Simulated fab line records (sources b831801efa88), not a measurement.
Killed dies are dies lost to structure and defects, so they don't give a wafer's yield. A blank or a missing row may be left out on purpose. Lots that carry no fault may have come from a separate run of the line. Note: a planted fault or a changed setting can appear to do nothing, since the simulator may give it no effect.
Which of the tools did it? -- flow gf180mcu -- Sampling: 14 lots, 42 wafers, 5 of 602 route steps

## WHAT EACH GAUGE READ, for each wafer
GF_DUAL_GATE_OVL_MEAS_11. Usual: for DUAL_GATE_OVL the level is -0.3 nm and the standard deviation is 1.2.
lot,measured,on,DUAL_GATE_OVL (nm),flag
L837,day 8 15:23,overlay-02,0.1 -1.4 -0.5,
L838,day 8 21:44,overlay-01,1.6 1.4 -1.2,
L839,day 9 07:24,overlay-02,0.7 0.6 0.3,
L840,day 9 11:31,overlay-01,-1.0 -2.0 -2.1,
L841,day 9 17:59,overlay-01,-0.4 -1.1 -0.6,
L842,day 9 22:29,overlay-01,1.3 -1.0 1.0,
L843,day 10 13:20,overlay-01,1.8 0.7 -1.5,
L852,day 12 23:10,overlay-01,0.2 -1.9 -0.6,
L853,day 13 08:07,overlay-02,-1.7 -0.4 -1.5,
L854,day 13 16:53,overlay-02,1.7 0.8 2.5,
L855,day 14 03:47,overlay-02,-0.6 -0.2 0.1,
L856,day 14 04:05,overlay-01,-1.1 -1.3 -1.2,
L858,day 14 18:17,overlay-01,0.1 -2.3 -1.6,
L859,day 15 04:40,overlay-01,1.5 -1.4 0.4,

GF_HV_LDD_CD_MEAS_31: target cd 400 nm. Usual: cdNm at 400.0 nm, with a standard deviation of 2.1.
lot,measured,on,cdNm (nm),flag
L837,day 11 23:15,cdSem-02,401.9 399.4 400.3,
L838,day 12 04:31,cdSem-01,401.1 402.4 400.9,
L839,day 12 15:11,cdSem-02,398.7 399.4 400.1,
L840,day 12 20:44,cdSem-01,400.4 402.7 402.3,
L841,day 13 08:26,cdSem-02,399.4 396.6 399.9,
L842,day 13 11:25,cdSem-02,413.1 413.8 414.5,OFF
L843,day 14 02:59,cdSem-01,415.2 412.5 415.2,OFF
L852,day 16 17:53,cdSem-01,400.5 402.0 399.6,
L853,day 17 03:55,cdSem-02,403.4 404.4 403.7,
L854,day 17 14:39,cdSem-02,397.1 398.0 400.0,
L855,day 18 02:49,cdSem-02,397.8 395.9 400.3,
L856,day 18 03:07,cdSem-02,402.3 401.3 401.4,
L858,day 18 22:36,cdSem-02,400.3 401.1 399.4,
L859,day 19 04:57,cdSem-01,400.9 400.5 400.3,

GF_V1_THK_MEAS_03. Usual: for V1_CVD_02_THK the level is 848 nm and the standard deviation is 10.
lot,measured,on,V1_CVD_02_THK (nm),flag
L837,day 17 18:20,filmMetro-02,847 855 848,
L838,day 17 21:20,filmMetro-03,841 847 845,
L839,day 18 10:18,filmMetro-03,841 849 857,
L840,day 18 18:39,filmMetro-01,842 855 852,
L841,day 19 05:07,filmMetro-01,845 836 846,
L842,day 19 11:12,filmMetro-03,823 838 843,
L843,day 20 03:18,filmMetro-01,844 867 855,
L852,day 23 03:32,filmMetro-03,844 855 852,
L853,day 23 10:38,filmMetro-02,827 867 848,
L854,day 23 21:09,filmMetro-03,830 852 847,
L855,day 24 09:18,filmMetro-01,853 848 860,
L856,day 24 10:57,filmMetro-03,834 843 857,
L858,day 25 03:22,filmMetro-01,843 841 855,
L859,day 25 13:15,filmMetro-03,850 858 860,

GF_V2_THK_MEAS_01. Usual: for V2_CVD_00_THK the level is 599 nm and the standard deviation is 5.
lot,measured,on,V2_CVD_00_THK (nm),flag
L837,day 19 21:34,filmMetro-01,597 600 595,
L838,day 20 00:53,filmMetro-04,606 604 602,
L839,day 20 13:29,filmMetro-02,605 604 606,
L840,day 20 21:18,filmMetro-02,596 597 599,
L841,day 21 08:11,filmMetro-04,606 606 606,
L842,day 21 14:11,filmMetro-04,609 604 610,
L843,day 22 06:29,filmMetro-04,597 589 596,
L852,day 25 02:28,filmMetro-01,599 598 599,
L853,day 25 10:07,filmMetro-02,596 595 601,
L854,day 25 19:59,filmMetro-01,600 602 591,
L855,day 26 07:20,filmMetro-01,590 587 584,
L856,day 26 08:17,filmMetro-02,591 597 595,
L858,day 27 00:46,filmMetro-01,591 598 595,
L859,day 27 09:24,filmMetro-02,601 597 600,

## WHICH TOOL RAN EACH LOT (tool, then ch and the chambers of the sampled wafers, then the start)
lot,GF_HV_LDD_DEVELOP_30
L837,"lithoTrack-04 ch 0, day 11 23:07"
L838,"lithoTrack-02 ch 0, day 12 04:22"
L839,"lithoTrack-04 ch 0, day 12 15:02"
L840,"lithoTrack-02 ch 0, day 12 20:36"
L841,"lithoTrack-04 ch 0, day 13 08:17"
L842,"lithoTrack-04 ch 0, day 13 11:16"
L843,"lithoTrack-04 ch 0, day 14 02:50"
L852,"lithoTrack-04 ch 0, day 16 17:44"
L853,"lithoTrack-02 ch 0, day 17 03:46"
L854,"lithoTrack-01 ch 0, day 17 14:31"
L855,"lithoTrack-02 ch 0, day 18 02:40"
L856,"lithoTrack-02 ch 0, day 18 02:58"
L858,"lithoTrack-01 ch 0, day 18 22:28"
L859,"lithoTrack-01 ch 0, day 19 04:49"
- GF_HV_LDD_DEVELOP_30: develop time 60 s.

## AS READ BY THE TOOLS THEMSELVES (means over the sampled wafers that have a number; for cases with no such wafer, the mark the record gives instead)
The record holds no such reading with a usual standard deviation.

## THE ANSWER, worked out from the rows above alone
Rule: lot off if the mean of its wafers having a number is beyond 3 standard deviations from the usual mean. Also off: a lot with no number at a reading for which 4 or more lots have one. The other lots that the step has rows for count as sound. The gauges are gone through in route order, then the tools' own readings, and for those a lot's mean is taken as printed above. At the first step where some lot is off, the reading lying furthest off is the one used; lots without a number count as furthest.
Off at GF_HV_LDD_CD_MEAS_31 (cdNm): L842, L843.
If a tool, at a process step before that reading, ran all the lots that are off and no sound lot after the first of them, it fits. The gauges at GF_HV_LDD_CD_MEAS_31 are tried like those tools. No candidate that was tried fits.

## WHAT THE SIMULATOR HAD PUT IN
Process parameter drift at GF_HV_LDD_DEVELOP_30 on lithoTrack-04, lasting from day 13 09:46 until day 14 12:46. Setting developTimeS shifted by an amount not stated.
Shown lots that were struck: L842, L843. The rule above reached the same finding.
